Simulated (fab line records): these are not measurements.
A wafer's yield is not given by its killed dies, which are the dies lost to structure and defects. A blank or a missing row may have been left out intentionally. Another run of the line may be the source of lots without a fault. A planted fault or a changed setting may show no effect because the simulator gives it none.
Which of the tools did it?	flow sky130	33 wafers from 11 lots sampled at 4 of the route's 708 steps

WHAT THE GAUGES READ, wafer by wafer
SKY_VIA1_THK_MEAS_01.
lot	measured	on	VIA1_HDPCVD_THK (nm)
L186	day 33 03:07	film metro-03	1037 1061 1028
L187	day 33 17:46	film metro-03	1035 1036 1039
L190	day 35 02:35	film metro-01	1027 1021 1043
L191	day 35 12:01	film metro-04	1025 1035 1035
L193	day 35 18:59	film metro-01	1032 1032 1028
L192	day 35 19:11	film metro-04	1018 1030 1030
L202	day 38 14:36	film metro-04	980 982 989
L204	day 39 04:32	film metro-03	1032 1029 1033
L203	day 39 04:54	film metro-04	987 974 980
L205	day 39 22:41	film metro-04	1022 1016 1036
L207	day 40 00:09	film metro-04	1032 1028 1027

EACH LOT AND THE TOOL THAT RAN IT (in order: tool; ch and the chambers of the sampled wafers; start)
lot	SKY_CONTACT_ETCH_17	SKY_METAL1_METAL_ETCH_19	SKY_VIA1_HDPCVD_00
L186	rie diel-04 ch 0,1,3, day 31 21:07	rie metal-01 ch 0,1, day 33 02:19	hdpcvd-02 ch 1,2, day 33 03:00
L187	rie diel-03 ch 1,2,3, day 32 11:48	rie metal-02 ch 0,1, day 33 16:58	hdpcvd-01 ch 0,1, day 33 17:39
L190	rie diel-01 ch 2,3, day 33 21:48	rie metal-02 ch 1, day 35 01:42	hdpcvd-02 ch 0,2, day 35 02:28
L191	rie diel-01 ch 0,1,3, day 34 07:06	rie metal-02 ch 0, day 35 11:11	hdpcvd-02 ch 1,2, day 35 11:54
L193	rie diel-01 ch 0,3, day 34 13:03	rie metal-02 ch 0,1, day 35 18:11	hdpcvd-01 ch 1,2, day 35 18:52
L192	rie diel-04 ch 0,1,2, day 34 13:42	rie metal-01 ch 0,1, day 35 18:23	hdpcvd-02 ch 0,2, day 35 19:05
L202	rie diel-04 ch 0,1,3, day 37 11:01	rie metal-02 ch 0,1, day 38 13:49	hdpcvd-02 ch 0,1,2, day 38 14:31
L204	rie diel-01 ch 0,3, day 38 00:31	rie metal-04 ch 0,1, day 39 03:44	hdpcvd-01 ch 0,2, day 39 04:25
L203	rie diel-03 ch 0,1, day 38 00:51	rie metal-02 ch 0,1, day 39 04:07	hdpcvd-02 ch 1,2, day 39 04:46
L205	rie diel-01 ch 1,2,3, day 38 19:30	rie metal-02 ch 0,1, day 39 21:46	hdpcvd-01 ch 0,2, day 39 22:34
L207	rie diel-01 ch 1,3, day 38 21:03	rie metal-01 ch 0,1, day 39 23:16	hdpcvd-01 ch 0,1,2, day 40 00:01
- SKY_CONTACT_ETCH_17: etches SiO2 in C4F8/O2/Ar, stops on Si3N4, target depth 340 nm.
- SKY_METAL1_METAL_ETCH_19: etches the open film in Cl2/BCl3, stops on SiO2, target depth 360 nm, time 78 s.
- SKY_VIA1_HDPCVD_00: deposits SiO2, target thk 1030 nm, time 171.7 s.

THE ANSWER, worked out from the rows above alone
Rule: what is usual is taken from the lots themselves. Put in order of their means at a reading, lots are off if they are a third of the lots or fewer, leave a main group of 4 or more, and stand apart from it by a gap of 3 or more times the standard deviation of the main group's means; of several such gaps the widest counts. The tables above print the reading to a certain number of digits; a main group whose means all agree to those digits is not used. A lot without any number at a reading at which 4 lots or more have one is off too. Any other lot the step has rows for is counted as sound.
Off: L202, L203, at SKY_VIA1_THK_MEAS_01 (VIA1_HDPCVD_THK). For the main group the mean is 1031 nm and the standard deviation 5.
If a tool, at a process step before that reading, ran all the lots that are off and no sound lot after the first of them, it fits. Those tools and the gauges at SKY_VIA1_THK_MEAS_01 are tried in the same way. One fits: SKY_VIA1_HDPCVD_00 on hdpcvd-02. A fault onset in the window from L192 (day 35 19:05, its last sound lot) to L202 (day 38 14:31, its first lot off) fits.

WHAT WAS PUT IN BY THE SIMULATOR
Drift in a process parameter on hdpcvd-02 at SKY_VIA1_HDPCVD_00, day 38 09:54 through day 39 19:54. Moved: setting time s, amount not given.
Shown lots that were struck: L202, L203. Same finding as the rule above.
